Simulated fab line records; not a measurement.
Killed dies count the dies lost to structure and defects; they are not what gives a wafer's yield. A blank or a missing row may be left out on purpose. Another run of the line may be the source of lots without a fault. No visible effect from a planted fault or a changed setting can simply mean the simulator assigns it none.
A lot that was struck, set against a sound lot || flow sky130 || 16 steps out of a route of 708
Sound: wafers L632.2, L632.4, L632.5. Wafers L631.1, L631.3, L631.5 were the ones struck. The cause is named last.
Order at every step that has rows: each side's tool, ch and its chambers, its first start. Under that, the readings that differ: sound wafers || struck wafers || difference of the means || sigmas: that difference in standard deviations of wafers without a fault.
alike: a reading whose means differ by less than 2 such deviations, as well as words and numbers matching on both sides. not compared: withheld readings; readings where some wafer has no value; bounds like >300 that might hide an equal value; numbers whose values overlap and for which the record gives no deviation.
A row with sigmas, a row that says differs or no value, or rows on one side alone: a step with any of these is where the two part. Numbers that don't overlap but have no deviation are shown without sigmas and don't part them. A reading that every wafer of one side lacks parts them only if that side has two wafers or more.

first, 2 steps without rows for these wafers: SKY_METAL4_PEB_11; SKY_METAL4_DEVELOP_12 (develop time 60 s).
SKY_METAL4_CD_MEAS_13: target cd 300 nm.
  sound on cd sem-01, day 46 22:14; struck on cd sem-01, day 46 11:20
  alike: cd nm
SKY_METAL4_OVL_MEAS_14:
  sound on overlay-02, day 46 22:20; struck on overlay-02, day 46 11:27
  alike: METAL4_OVL
SKY_METAL4_DESCUM_15: chemistry O2, time 8 s.
  sound on rie metal-01 ch 0,1, day 46 22:22; struck on rie metal-04 ch 0,1, day 46 11:29
  alike: drypump motor current A, oes product au, rf fwd power W, temp c
  not compared: rf hours counter h
SKY_METAL4_ETCH_16: etches BARC in N2/H2, stops on SiO2, time 88.2 s, target depth 60 nm.
  sound on rie metal-01 ch 0,1, day 46 22:24; struck on rie metal-04 ch 0,1, day 46 11:31
  alike: bias w, drypump motor current A, oes product au, rf fwd power W, throttle valve pct
  not compared: rf hours counter h
SKY_METAL4_ETCH_17: etches SiO2 in C4F8/O2/Ar, stops on TiN, time 3.9 s, target depth 15 nm.
  sound on rie diel-01 ch 0,3, day 46 22:30; struck on rie diel-01 ch 0,2,3, day 46 11:37
  alike: bias w, oes product au, rf fwd power W
  not compared: rf hours counter h
SKY_METAL4_METAL_ETCH_18: etches the open film in Cl2/BCl3, stops on SiO2, target depth 845 nm, time 183.1 s.
  sound on rie metal-04 ch 0,1, day 46 22:31; struck on rie metal-03 ch 0,1, day 46 11:38
  alike: bias w, drypump motor current A, oes product au, rf fwd power W, throttle valve pct
  not compared: rf hours counter h
SKY_METAL4_STRIP_19: strips in O2/N2.
  sound on plasma asher-04 ch 0,1, day 46 22:42; struck on plasma asher-04 ch 0,1, day 46 11:49
  alike: drypump motor current A, oes product au, strip time to endpoint s
  not compared: rf hours counter h
then, 3 steps without rows for these wafers: SKY_METAL4_STRIP_20 (strips in post etch residue remover, time 1200 s); SKY_METAL4_CLEAN_21 (cleans in IPA, time 180 s); SKY_METAL4_CLEAN_22 (cleans in O3/DIW).
SKY_VIA4_HDPCVD_00: deposits SiO2, target thk 1750 nm, time 291.7 s.
  sound on hdpcvd-02 ch 0,1,2, day 46 23:17; struck on hdpcvd-01 ch 0,1, day 46 12:25
{"reading": "sih4 flow sccm (sccm)", "sound": "59.80 59.99 60.02", "struck": "89.87 89.99 89.87", "difference": "+29.97", "sigmas": "+99 or more"}
{"reading": "model.SiO2_of_VIA4_HDPCVD_00.thk nm (nm)", "sound": "1726 1779 1742", "struck": "2652 2675 2655", "difference": "+912", "sigmas": ""}
SKY_VIA4_THK_MEAS_01:
  sound on film metro-03, day 46 23:29; struck on film metro-02, day 46 12:35
{"reading": "VIA4_HDPCVD_THK (nm)", "sound": "1725 1779 1741", "struck": "2651 2674 2655", "difference": "+912", "sigmas": "+40"}
then, 1 step without rows for these wafers: SKY_VIA4_CMP_02 (polishes SiO2).
-- the record jumps here: 3 days lie between the struck wafers' starts before and after (it left off in module VIA4 and takes up again in module PAD_OPEN, whose first step shown is number 708 of the route) --
SKY_PAD_OPEN_PROBE_99:
  only the struck wafers here have rows in the record (prober-01, day 49 23:39); the sound ones have none

## WHERE THEY PART
First at SKY_VIA4_HDPCVD_00; last, within this record, at SKY_PAD_OPEN_PROBE_99.

WHY: what had been put in by the simulator
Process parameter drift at SKY_VIA4_HDPCVD_00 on hdpcvd-01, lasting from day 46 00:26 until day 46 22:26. Setting sih4 flow sccm shifted by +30 from 60. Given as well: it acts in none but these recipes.
